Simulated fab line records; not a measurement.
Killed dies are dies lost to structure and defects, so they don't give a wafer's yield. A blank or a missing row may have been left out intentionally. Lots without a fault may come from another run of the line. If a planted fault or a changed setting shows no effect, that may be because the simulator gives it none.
Chamber matching | flow gf180mcu | cmp-02 running GF_V1_CMP_04: 4 sister chambers
The step polishes SiO2. 8 wafers are shown with their chamber, then 8 later ones without.

WAFERS, EACH WITH ITS CHAMBER
wafer  | chamber | motor_current_A (A) | time_to_endpoint_s (s)
L656.5 | 1       | 13.7                | 75
L657.1 | 2       | 12.1                | 81
L657.2 | 3       | 11.3                | 73
L657.6 | 0       | 12.0                | 78
L658.1 | 3       | 11.4                | 71
L658.3 | 1       | 14.0                | 78
L658.6 | 2       | 12.0                | 84
L663.2 | 0       | 11.9                | 81

WAFERS WHOSE CHAMBER IS MISSING
wafer  | motor_current_A (A) | time_to_endpoint_s (s)
L663.4 | 11.7                | 86
L663.6 | 11.9                | 86
L664.2 | 12.4                | 78
L664.5 | 11.5                | 81
L664.6 | 14.3                | 80
L665.1 | 13.7                | 78
L665.4 | 11.8                | 88
L665.6 | 14.1                | 81

THE CHAMBER EACH PASSED THROUGH
wafer  | from the rows above          | in truth
L663.4 | can't be placed: 2 or 0      | 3
L663.6 | can't be placed: 2 or 0      | 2
L664.2 | can't be placed: 2 or 0      | 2
L664.5 | can't be placed: 0 or 2 or 3 | 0
L664.6 | 1                            | 1
L665.1 | 1                            | 1
L665.4 | can't be placed: 2 or 0      | 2
L665.6 | 1                            | 1
Correct placement for 3 of the 8. These rows do not allow placing 5 (true chamber among the candidates in 4). Placed wrongly: 0.
How it was worked out, from the rows above alone: a wafer's distance from a chamber is the root of the sum, over the readings, of the square of ((its reading less the chamber's mean) divided by the reading's scatter). If the next closest chamber is less than 2 further off than the closest, the wafer can't be placed; otherwise it belongs to the closest. A chamber's mean is the mean of its shown wafers. The scatter: the root of (the sum of the squares of (reading less its chamber's mean) over the shown wafers, divided by (wafers less chambers)).
